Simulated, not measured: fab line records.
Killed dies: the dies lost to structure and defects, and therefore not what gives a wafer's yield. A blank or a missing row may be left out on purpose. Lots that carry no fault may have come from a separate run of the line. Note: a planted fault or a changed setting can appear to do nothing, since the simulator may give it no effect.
fab line records	flow sky130
record: lots: 24	wafers: 72	last-day: 50
route steps=708 shown METAL1@437 VIA2@527 METAL3@567 METAL4@600
lots with no fault: from the same line, run without faults
start-h: hours from the record's first day to the start of the lot's first wafer shown	wait-h: hours elapsed since this lot's preceding step	" the same as in the row above	L1.1+2: a row that stands for several wafers	- no value present, or no start provided	* or withheld: withheld	< > ~ a bound
route shown NAME@n: names a module that has steps shown in the file, with the first one's number in the route	usual: the fault-free wafers' mean and standard deviation	same: alike in all rows	chamber/n: place in a boat	sites: per-site readings	_std_site: their standard deviation	_edge_site: the outer-site mean with the inner-site mean subtracted	radius-mm: how far each site lies from the wafer's centre	mask NAME#n: copy n	behind: the tool/chamber that last shaped the wafer	hold: what put the lot on hold/how long, in hours/how the hold closed	device: transistor that didn't switch, given as n, p or np	end of line: tests of these same wafers at the route's end	for a step that has no rows: nothing shown but its recipe	killed: dies lost to structure and defects at the first sort, not the wafer's yield	map: the dies of a wafer, with x for killed, . for not killed, _ for no die there
set.NAME: setting as actually run; set.NAME@STEP: the setting as run at that earlier step	model.NAME: the simulator's own value behind a step, which no gauge read
steps of the route over a sample of lots; a table a step, a row a wafer
services: when a tool's chamber went out of use (start-h, in hours from the record's first day, below 0 if earlier), for how many hours, and the reason
== steps ==
step: SKY_METAL1_SPUTTER_03
recipe: material: Ti	target-thk-nm: 5	power-w: 3000	time-s: 3.3	chamber-pressure-pa: 0.4
usual: throttle-valve-pct: 29.6/0.81
lot.wafer	tool	chamber	start-h	wait-h	throttle-valve-pct
L074.1	pvd-sputter-04	-	743.34	0.0	29.3
L074.2	"	-	"	"	29.6
L074.3	"	-	"	"	30.2
L075.1	pvd-sputter-04	-	747.87	0.0	29.5
L075.4	"	-	"	"	29.9
L075.5	"	-	"	"	28.7
L076.4	pvd-sputter-03	-	752.22	0.0	28.8
L076.5	"	-	"	"	28.6
L076.6	"	-	"	"	28.6
L077.1	pvd-sputter-03	-	767.42	0.0	30.9
L077.4	"	-	"	"	28.7
L077.5	"	-	"	"	28.7
L078.3	pvd-sputter-03	-	770.91	0.0	30.7
L078.5	"	-	"	"	28.5
L078.6	"	-	"	"	30.7
L079.1	pvd-sputter-01	-	780.32	0.0	30.5
L079.3	"	-	"	"	29.2
L079.4	"	-	"	"	29.5
L080.1	pvd-sputter-01	-	790.84	0.0	29.2
L080.2	"	-	"	"	30.6
L080.4	"	-	"	"	30.0
L081.3	pvd-sputter-04	-	798.90	0.0	29.8
L081.5	"	-	"	"	29.7
L081.6	"	-	"	"	29.2
L082.1	pvd-sputter-04	-	800.80	0.0	30.0
L082.3	"	-	"	"	29.3
L082.5	"	-	"	"	29.2
L083.1	pvd-sputter-03	-	806.28	0.0	30.8
L083.2	"	-	"	"	28.4
L083.4	"	-	"	"	30.6
L084.2	pvd-sputter-03	-	824.49	0.0	30.9
L084.3	"	-	"	"	28.6
L084.4	"	-	"	"	30.8
L085.2	pvd-sputter-03	-	826.64	0.0	30.7
L085.3	"	-	"	"	28.9
L085.5	"	-	"	"	28.7
L086.1	pvd-sputter-04	-	834.88	0.0	30.2
L086.3	"	-	"	"	29.2
L086.6	"	-	"	"	29.7
L087.1	pvd-sputter-03	-	846.44	0.0	29.1
L087.4	"	-	"	"	30.7
L087.5	"	-	"	"	30.7
L088.2	pvd-sputter-04	-	850.59	0.0	29.9
L088.4	"	-	"	"	29.3
L088.6	"	-	"	"	29.8
L089.4	pvd-sputter-01	-	857.24	0.0	29.3
L089.5	"	-	"	"	30.6
L089.6	"	-	"	"	30.2
L090.1	pvd-sputter-01	-	864.42	0.0	29.2
L090.3	"	-	"	"	29.2
L090.6	"	-	"	"	29.3
L091.1	pvd-sputter-03	-	870.12	0.0	30.7
L091.3	"	-	"	"	28.7
L091.4	"	-	"	"	28.3
L092.1	pvd-sputter-04	-	882.36	0.0	29.6
L092.2	"	-	"	"	28.6
L092.6	"	-	"	"	29.9
L093.3	pvd-sputter-01	-	886.58	0.0	29.1
L093.4	"	-	"	"	30.6
L093.5	"	-	"	"	29.1
L094.2	pvd-sputter-03	-	888.19	0.0	30.6
L094.4	"	-	"	"	28.8
L094.5	"	-	"	"	28.8
L095.2	pvd-sputter-03	-	897.16	0.0	28.6
L095.3	"	-	"	"	30.7
L095.4	"	-	"	"	28.7
L096.2	pvd-sputter-03	-	904.41	0.0	28.5
L096.3	"	-	"	"	28.7
L096.4	"	-	"	"	30.7
L097.2	pvd-sputter-04	-	913.46	0.0	28.8
L097.4	"	-	"	"	29.4
L097.6	"	-	"	"	29.8
step: SKY_METAL1_STRIP_20
recipe: chemistry: O2/N2	power-w: 1400	pressure-mtorr: 1500	platen-temp-c: withheld	o2-flow-sccm: 3000	n2-flow-sccm: 300	overash-fraction: 0.5
usual: drypump-motor-current-A: 5.7/0.35	oes-product-au: 0.341/0.0054	strip-time-to-endpoint-s: 2.66/0.069
lot.wafer	tool	chamber	start-h	wait-h	drypump-motor-current-A	oes-product-au	rf-hours-counter-h	strip-time-to-endpoint-s
L074.1	plasma-asher-01	1	770.59	0.1	5.8	0.337	66	2.51
L074.2	"	0	"	"	5.9	0.344	66	2.72
L074.3	"	1	"	"	5.8	0.346	-	2.70
L075.1	plasma-asher-04	0	776.00	0.1	5.8	0.340	36	2.69
L075.4	"	0	"	"	5.7	0.352	-	2.76
L075.5	"	1	"	"	5.0	0.346	-	2.74
L076.4	plasma-asher-03	0	779.70	0.1	6.0	0.337	-	2.58
L076.5	"	1	"	"	5.9	0.346	-	2.70
L076.6	"	0	"	"	6.0	0.328	-	2.58
L077.1	plasma-asher-01	0	793.72	0.1	5.8	0.342	68	2.72
L077.4	"	0	"	"	5.9	0.332	-	2.73
L077.5	"	0	"	"	5.9	0.343	-	2.75
L078.3	plasma-asher-04	1	798.12	0.1	5.0	0.340	-	2.61
L078.5	"	1	"	"	5.0	0.349	-	2.71
L078.6	"	0	"	"	5.7	0.348	-	2.59
L079.1	plasma-asher-03	1	807.47	0.1	5.9	0.343	5	2.74
L079.3	"	0	"	"	6.0	0.344	-	2.70
L079.4	"	1	"	"	5.9	0.348	-	2.73
L080.1	plasma-asher-03	1	817.93	0.1	5.9	0.338	6	2.66
L080.2	"	0	"	"	5.9	0.340	6	2.66
L080.4	"	1	"	"	5.9	0.349	-	2.66
L081.3	plasma-asher-04	0	825.93	0.1	5.8	0.343	-	2.57
L081.5	"	1	"	"	5.0	0.340	-	2.60
L081.6	"	0	"	"	5.7	0.337	-	2.55
L082.1	plasma-asher-01	1	828.07	0.1	5.8	0.339	71	2.58
L082.3	"	1	"	"	5.8	0.339	-	2.60
L082.5	"	1	"	"	5.8	0.337	-	2.59
L083.1	plasma-asher-03	0	833.44	0.1	5.9	0.355	7	2.71
L083.2	"	1	"	"	5.9	0.338	7	2.72
L083.4	"	0	"	"	5.9	0.349	-	2.75
L084.2	plasma-asher-01	0	851.61	0.1	5.9	0.336	74	2.73
L084.3	"	0	"	"	5.8	0.347	-	2.75
L084.4	"	1	"	"	5.8	0.345	-	2.76
L085.2	plasma-asher-03	0	853.64	0.1	6.0	0.336	9	2.54
L085.3	"	1	"	"	5.8	0.335	-	2.51
L085.5	"	1	"	"	5.9	0.340	-	2.55
L086.1	plasma-asher-04	1	861.26	0.1	5.0	0.335	45	2.55
L086.3	"	1	"	"	5.0	0.343	-	2.71
L086.6	"	0	"	"	5.7	0.344	-	2.72
L087.1	plasma-asher-03	0	873.04	0.1	5.9	0.339	11	2.68
L087.4	"	0	"	"	6.0	0.350	-	2.66
L087.5	"	0	"	"	6.0	0.335	-	2.67
L088.2	plasma-asher-03	1	876.69	0.1	5.9	0.336	12	2.62
L088.4	"	1	"	"	5.9	0.344	-	2.72
L088.6	"	1	"	"	5.9	0.336	-	2.59
L089.4	plasma-asher-04	0	883.75	0.1	5.7	0.338	-	2.53
L089.5	"	0	"	"	5.8	0.340	-	2.64
L089.6	"	1	"	"	5.0	0.331	-	2.55
L090.1	plasma-asher-01	1	890.81	0.1	5.8	0.340	78	2.63
L090.3	"	0	"	"	5.9	0.346	-	2.69
L090.6	"	0	"	"	5.9	0.338	-	2.62
L091.1	plasma-asher-04	0	896.81	0.1	5.7	0.334	48	2.60
L091.3	"	0	"	"	5.7	0.341	-	2.60
L091.4	"	1	"	"	5.0	0.349	-	2.73
L092.1	plasma-asher-04	0	908.74	0.1	5.7	0.342	49	2.74
L092.2	"	1	"	"	5.0	0.346	49	2.76
L092.6	"	0	"	"	5.7	0.350	-	2.73
L093.3	plasma-asher-04	0	913.82	0.1	5.8	0.336	-	2.70
L093.4	"	1	"	"	5.0	0.335	-	2.63
L093.5	"	1	"	"	5.0	0.340	-	2.62
L094.2	plasma-asher-04	1	914.39	0.1	5.1	0.353	50	2.73
L094.4	"	1	"	"	5.0	0.350	-	2.76
L094.5	"	1	"	"	5.0	0.350	-	2.76
L095.2	plasma-asher-04	0	922.26	0.1	5.7	0.340	50	2.64
L095.3	"	0	"	"	5.7	0.330	-	2.59
L095.4	"	1	"	"	5.0	0.340	-	2.66
L096.2	plasma-asher-04	0	930.46	0.1	5.7	0.342	51	2.58
L096.3	"	0	"	"	5.8	0.339	-	2.64
L096.4	"	1	"	"	5.0	0.335	-	2.60
L097.2	plasma-asher-03	1	939.24	0.1	5.9	0.345	18	2.65
L097.4	"	1	"	"	5.9	0.336	-	2.57
L097.6	"	1	"	"	5.9	0.345	-	2.66
step: SKY_VIA2_SPUTTER_20
recipe: material: TiN	target-thk-nm: 20	chamber-pressure-pa: 5	power-w: 4000	time-s: 80
usual: throttle-valve-pct: 29.9/0.84
lot.wafer	tool	chamber	start-h	wait-h	throttle-valve-pct
L074.1	pvd-sputter-02	-	855.43	0.0	31.5
L074.2	"	-	"	"	31.1
L074.3	"	-	"	"	30.5
L075.1	pvd-sputter-02	-	859.77	0.0	30.2
L075.4	"	-	"	"	30.9
L075.5	"	-	"	"	30.5
L076.4	pvd-sputter-02	-	865.38	0.0	31.2
L076.5	"	-	"	"	30.9
L076.6	"	-	"	"	31.6
L077.1	pvd-sputter-04	-	879.47	0.0	28.6
L077.4	"	-	"	"	29.5
L077.5	"	-	"	"	29.1
L078.3	pvd-sputter-02	-	883.05	0.0	30.7
L078.5	"	-	"	"	31.4
L078.6	"	-	"	"	31.6
L079.1	pvd-sputter-04	-	890.71	0.0	29.2
L079.3	"	-	"	"	30.1
L079.4	"	-	"	"	28.6
L080.1	pvd-sputter-04	-	902.78	0.0	29.5
L080.2	"	-	"	"	29.9
L080.4	"	-	"	"	28.7
L081.3	pvd-sputter-04	-	910.13	0.0	29.4
L081.5	"	-	"	"	29.6
L081.6	"	-	"	"	29.3
L082.1	pvd-sputter-04	-	911.93	0.0	28.6
L082.3	"	-	"	"	29.1
L082.5	"	-	"	"	28.7
L083.1	pvd-sputter-04	-	915.90	0.0	28.4
L083.2	"	-	"	"	30.1
L083.4	"	-	"	"	29.5
L084.2	pvd-sputter-04	-	934.26	0.0	29.3
L084.3	"	-	"	"	29.4
L084.4	"	-	"	"	28.4
L085.2	pvd-sputter-04	-	935.97	0.0	29.9
L085.3	"	-	"	"	28.6
L085.5	"	-	"	"	30.1
L086.1	pvd-sputter-04	-	943.62	0.0	29.3
L086.3	"	-	"	"	30.1
L086.6	"	-	"	"	29.1
L087.1	pvd-sputter-04	-	953.97	0.0	29.7
L087.4	"	-	"	"	30.0
L087.5	"	-	"	"	29.6
L088.2	pvd-sputter-04	-	959.07	0.0	28.8
L088.4	"	-	"	"	29.3
L088.6	"	-	"	"	29.4
L089.4	pvd-sputter-04	-	964.95	0.0	29.2
L089.5	"	-	"	"	28.7
L089.6	"	-	"	"	29.6
L090.1	pvd-sputter-04	-	970.98	0.0	29.5
L090.3	"	-	"	"	30.0
L090.6	"	-	"	"	30.1
L091.1	pvd-sputter-01	-	978.11	0.0	29.3
L091.3	"	-	"	"	30.3
L091.4	"	-	"	"	30.6
L092.1	pvd-sputter-01	-	986.26	0.0	29.3
L092.2	"	-	"	"	30.0
L092.6	"	-	"	"	30.1
L093.3	pvd-sputter-02	-	993.21	0.0	31.1
L093.4	"	-	"	"	30.6
L093.5	"	-	"	"	30.9
L094.2	pvd-sputter-04	-	993.55	0.0	30.1
L094.4	"	-	"	"	29.9
L094.5	"	-	"	"	29.4
L095.2	pvd-sputter-04	-	1000.41	0.0	30.1
L095.3	"	-	"	"	29.6
L095.4	"	-	"	"	29.2
L096.2	pvd-sputter-02	-	1006.20	0.0	30.3
L096.3	"	-	"	"	31.2
L096.4	"	-	"	"	31.0
L097.2	pvd-sputter-02	-	1015.27	0.0	31.2
L097.4	"	-	"	"	30.5
L097.6	"	-	"	"	30.6
step: SKY_METAL3_ETCH_17
recipe: target: SiO2	stop-on: TiN	chemistry: C4F8/O2/Ar	source-w: 1500	bias-w: 1200	pressure-mtorr: 40	c4f8-flow-sccm: withheld	O2_flow_sccm: 6	Ar_flow_sccm: 300	time-s: 3.9	target-depth-a: 150
usual: oes-product-au: 0.752/0.0076
lot.wafer	tool	chamber	start-h	wait-h	oes-product-au	rf-hours-counter-h
L074.1	rie-diel-04	3	909.33	0.1	0.745	28
L074.2	"	0	"	"	0.750	2
L074.3	"	2	"	"	0.746	10
L075.1	rie-diel-01	3	913.98	0.1	0.755	12
L075.4	"	0	"	"	0.748	1
L075.5	"	0	"	"	0.760	-
L076.4	rie-diel-01	3	919.54	0.0	0.763	12
L076.5	"	0	"	"	0.764	-
L076.6	"	3	"	"	0.764	-
L077.1	rie-diel-01	3	933.23	0.1	0.750	12
L077.4	"	0	"	"	0.756	1
L077.5	"	3	"	"	0.755	-
L078.3	rie-diel-03	3	935.49	0.0	0.764	17
L078.5	"	3	"	"	0.752	-
L078.6	"	0	"	"	0.760	-
L079.1	rie-diel-03	1	943.19	0.1	0.754	3
L079.3	"	2	"	"	0.743	12
L079.4	"	0	"	"	0.745	10
L080.1	rie-diel-01	3	954.34	0.1	0.751	13
L080.2	"	0	"	"	0.752	2
L080.4	"	2	"	"	0.760	4
L081.3	rie-diel-01	1	961.24	0.0	0.757	14
L081.5	"	2	"	"	0.743	-
L081.6	"	3	"	"	0.755	-
L082.1	rie-diel-03	2	963.54	0.1	0.759	12
L082.3	"	1	"	"	0.757	4
L082.5	"	1	"	"	0.763	-
L083.1	rie-diel-04	2	967.08	0.1	0.755	13
L083.2	"	3	"	"	0.750	30
L083.4	"	0	"	"	0.738	4
L084.2	rie-diel-04	1	983.74	0.1	0.745	1
L084.3	"	2	"	"	0.749	13
L084.4	"	0	"	"	0.743	-
L085.2	rie-diel-03	3	986.34	0.1	0.731	18
L085.3	"	0	"	"	0.746	12
L085.5	"	2	"	"	0.754	-
L086.1	rie-diel-01	1	993.93	0.1	0.759	15
L086.3	"	0	"	"	0.748	3
L086.6	"	3	"	"	0.755	-
L087.1	rie-diel-03	3	1003.19	0.1	0.746	19
L087.4	"	0	"	"	0.754	12
L087.5	"	0	"	"	0.756	-
L088.2	rie-diel-01	1	1008.24	0.1	0.740	15
L088.4	"	2	"	"	0.765	6
L088.6	"	3	"	"	0.754	-
L089.4	rie-diel-01	0	1013.24	0.0	0.764	4
L089.5	"	1	"	"	0.756	-
L089.6	"	0	"	"	0.754	-
L090.1	rie-diel-03	0	1020.53	0.1	0.755	13
L090.3	"	3	"	"	0.746	19
L090.6	"	0	"	"	0.762	-
L091.1	rie-diel-03	3	1026.79	0.1	0.754	20
L091.3	"	0	"	"	0.747	13
L091.4	"	2	"	"	0.750	15
L092.1	rie-diel-01	2	1033.44	0.1	0.738	7
L092.2	"	3	"	"	0.739	15
L092.6	"	2	"	"	0.764	-
L093.3	rie-diel-04	2	1040.19	0.0	0.736	16
L093.4	"	0	"	"	0.763	7
L093.5	"	1	"	"	0.746	-
L094.2	rie-diel-03	3	1040.54	0.1	0.751	20
L094.4	"	0	"	"	0.757	13
L094.5	"	1	"	"	0.753	-
L095.2	rie-diel-04	0	1047.63	0.1	0.740	7
L095.3	"	1	"	"	0.760	4
L095.4	"	3	"	"	0.756	3
L096.2	rie-diel-04	0	1053.38	0.1	0.749	7
L096.3	"	3	"	"	0.743	3
L096.4	"	2	"	"	0.752	16
L097.2	rie-diel-01	1	1062.13	0.1	0.742	17
L097.4	"	2	"	"	0.756	8
L097.6	"	1	"	"	0.751	-
step: SKY_METAL4_SPUTTER_02
recipe: material: AlCu	target-thk-nm: 735	power-w: 10600	time-s: 39.1	chamber-pressure-pa: 0.4
usual: throttle-valve-pct: 29.9/0.74
lot.wafer	tool	chamber	start-h	wait-h	throttle-valve-pct
L074.1	pvd-sputter-01	-	937.67	0.0	29.3
L074.2	"	-	"	"	30.5
L074.3	"	-	"	"	30.3
L075.1	pvd-sputter-01	-	942.36	0.0	29.2
L075.4	"	-	"	"	30.1
L075.5	"	-	"	"	30.1
L076.4	pvd-sputter-04	-	947.68	0.0	30.0
L076.5	"	-	"	"	28.6
L076.6	"	-	"	"	29.7
L077.1	pvd-sputter-01	-	960.24	0.0	29.2
L077.4	"	-	"	"	30.6
L077.5	"	-	"	"	29.3
L078.3	pvd-sputter-01	-	962.87	0.0	30.5
L078.5	"	-	"	"	29.9
L078.6	"	-	"	"	30.8
L079.1	pvd-sputter-04	-	970.22	0.0	28.5
L079.3	"	-	"	"	29.5
L079.4	"	-	"	"	29.6
L080.1	pvd-sputter-01	-	981.26	0.0	29.1
L080.2	"	-	"	"	29.9
L080.4	"	-	"	"	30.5
L081.3	pvd-sputter-04	-	988.53	0.0	29.5
L081.5	"	-	"	"	30.0
L081.6	"	-	"	"	28.9
L082.1	pvd-sputter-04	-	990.42	0.0	29.4
L082.3	"	-	"	"	29.5
L082.5	"	-	"	"	29.5
L083.1	pvd-sputter-04	-	994.11	0.0	29.5
L083.2	"	-	"	"	29.4
L083.4	"	-	"	"	29.3
L084.2	pvd-sputter-01	-	1010.35	0.0	30.6
L084.3	"	-	"	"	29.4
L084.4	"	-	"	"	29.3
L085.2	pvd-sputter-04	-	1012.01	0.0	29.6
L085.3	"	-	"	"	29.3
L085.5	"	-	"	"	29.9
L086.1	pvd-sputter-02	-	1020.10	0.0	30.4
L086.3	"	-	"	"	30.4
L086.6	"	-	"	"	31.1
L087.1	pvd-sputter-01	-	1029.57	0.0	29.2
L087.4	"	-	"	"	30.6
L087.5	"	-	"	"	30.1
L088.2	pvd-sputter-01	-	1034.21	0.0	29.2
L088.4	"	-	"	"	30.6
L088.6	"	-	"	"	29.0
L089.4	pvd-sputter-02	-	1038.56	0.0	31.2
L089.5	"	-	"	"	31.0
L089.6	"	-	"	"	31.2
L090.1	pvd-sputter-02	-	1045.33	0.0	31.2
L090.3	"	-	"	"	30.8
L090.6	"	-	"	"	30.6
L091.1	pvd-sputter-02	-	1051.68	0.0	31.1
L091.3	"	-	"	"	31.3
L091.4	"	-	"	"	30.2
L092.1	pvd-sputter-04	-	1058.47	0.0	28.8
L092.2	"	-	"	"	29.4
L092.6	"	-	"	"	29.5
L093.3	pvd-sputter-01	-	1065.46	0.0	30.4
L093.4	"	-	"	"	29.4
L093.5	"	-	"	"	29.4
L094.2	pvd-sputter-02	-	1066.20	0.0	30.2
L094.4	"	-	"	"	31.0
L094.5	"	-	"	"	30.2
L095.2	pvd-sputter-04	-	1072.55	0.0	30.0
L095.3	"	-	"	"	29.4
L095.4	"	-	"	"	29.2
L096.2	pvd-sputter-04	-	1078.47	0.0	29.1
L096.3	"	-	"	"	28.6
L096.4	"	-	"	"	30.2
L097.2	pvd-sputter-02	-	1087.79	0.0	30.5
L097.4	"	-	"	"	30.8
L097.6	"	-	"	"	30.3
step: SKY_METAL4_CD_MEAS_13
recipe: target-cd-nm: 300
usual: cd-nm: 299.6/1.3
lot.wafer	tool	chamber	start-h	wait-h	cd-nm
L074.1	cd-sem-02	-	987.50	-	301.6
L074.2	"	-	"	"	300.0
L074.3	"	-	"	"	300.6
L075.1	cd-sem-02	-	991.67	-	299.8
L075.4	"	-	"	"	300.3
L075.5	"	-	"	"	300.4
L076.4	cd-sem-01	-	996.61	-	299.7
L076.5	"	-	"	"	299.1
L076.6	"	-	"	"	299.4
L077.1	cd-sem-01	-	1009.10	-	301.6
L077.4	"	-	"	"	303.1
L077.5	"	-	"	"	302.3
L078.3	cd-sem-01	-	1010.89	-	298.5
L078.5	"	-	"	"	299.9
L078.6	"	-	"	"	299.2
L079.1	cd-sem-01	-	1018.10	-	299.1
L079.3	"	-	"	"	299.4
L079.4	"	-	"	"	299.2
L080.1	cd-sem-01	-	1028.57	-	298.7
L080.2	"	-	"	"	297.2
L080.4	"	-	"	"	298.2
L081.3	cd-sem-01	-	1035.59	-	300.8
L081.5	"	-	"	"	300.1
L081.6	"	-	"	"	300.3
L082.1	cd-sem-02	-	1037.15	-	300.0
L082.3	"	-	"	"	299.8
L082.5	"	-	"	"	300.3
L083.1	cd-sem-01	-	1041.00	-	299.1
L083.2	"	-	"	"	300.9
L083.4	"	-	"	"	299.3
L084.2	cd-sem-02	-	1055.89	-	298.5
L084.3	"	-	"	"	299.3
L084.4	"	-	"	"	298.4
L085.2	cd-sem-01	-	1057.92	-	299.7
L085.3	"	-	"	"	298.6
L085.5	"	-	"	"	297.4
L086.1	cd-sem-02	-	1065.45	-	297.7
L086.3	"	-	"	"	298.8
L086.6	"	-	"	"	297.5
L087.1	cd-sem-01	-	1073.75	-	300.6
L087.4	"	-	"	"	299.8
L087.5	"	-	"	"	301.0
L088.2	cd-sem-01	-	1078.12	-	299.6
L088.4	"	-	"	"	300.1
L088.6	"	-	"	"	300.3
L089.4	cd-sem-02	-	1083.21	-	299.3
L089.5	"	-	"	"	299.3
L089.6	"	-	"	"	299.9
L090.1	cd-sem-01	-	1089.72	-	300.0
L090.3	"	-	"	"	299.0
L090.6	"	-	"	"	300.1
L091.1	cd-sem-02	-	1095.80	-	299.9
L091.3	"	-	"	"	301.1
L091.4	"	-	"	"	300.2
L092.1	cd-sem-02	-	1100.85	-	301.4
L092.2	"	-	"	"	300.4
L092.6	"	-	"	"	300.9
L093.3	cd-sem-02	-	1108.21	-	300.7
L093.4	"	-	"	"	301.6
L093.5	"	-	"	"	301.5
L094.2	cd-sem-01	-	1108.54	-	298.3
L094.4	"	-	"	"	297.1
L094.5	"	-	"	"	297.6
L095.2	cd-sem-01	-	1114.67	-	297.4
L095.3	"	-	"	"	296.6
L095.4	"	-	"	"	296.3
L096.2	cd-sem-01	-	1120.49	-	298.9
L096.3	"	-	"	"	299.4
L096.4	"	-	"	"	299.5
L097.2	cd-sem-02	-	1128.37	-	299.4
L097.4	"	-	"	"	299.5
L097.6	"	-	"	"	299.3
== services ==
tool	chamber	start-h	hours	kind
rie-diel-01	-	724.93	0.3	repair
plasma-asher-03	-	733.75	9.0	pm
rie-diel-03	1	758.62	6.2	repair
rie-diel-03	2	759.77	9.1	repair
plasma-asher-03	-	762.36	8.8	repair
pvd-sputter-04	-	765.80	1.1	repair
rie-diel-03	-	785.62	1.9	repair
plasma-asher-03	-	795.80	2.8	repair
rie-diel-01	1	805.22	8.6	repair
pvd-sputter-04	-	809.29	0.8	repair
pvd-sputter-03	-	819.83	2.2	repair
pvd-sputter-02	-	836.53	0.7	repair
plasma-asher-04	-	851.89	6.8	repair
rie-diel-03	2	869.89	10.1	repair
rie-diel-01	1	876.20	8.1	repair
pvd-sputter-02	-	889.00	82.0	repair
pvd-sputter-01	-	918.66	5.4	repair
pvd-sputter-01	-	922.28	7.5	repair
plasma-asher-03	-	923.77	8.7	repair
plasma-asher-04	-	940.73	9.9	repair
pvd-sputter-03	-	951.15	5.0	repair
pvd-sputter-03	-	959.51	15.5	repair
plasma-asher-03	-	979.71	6.8	repair
rie-diel-01	2	1050.13	3.5	repair
== key ==
fault none
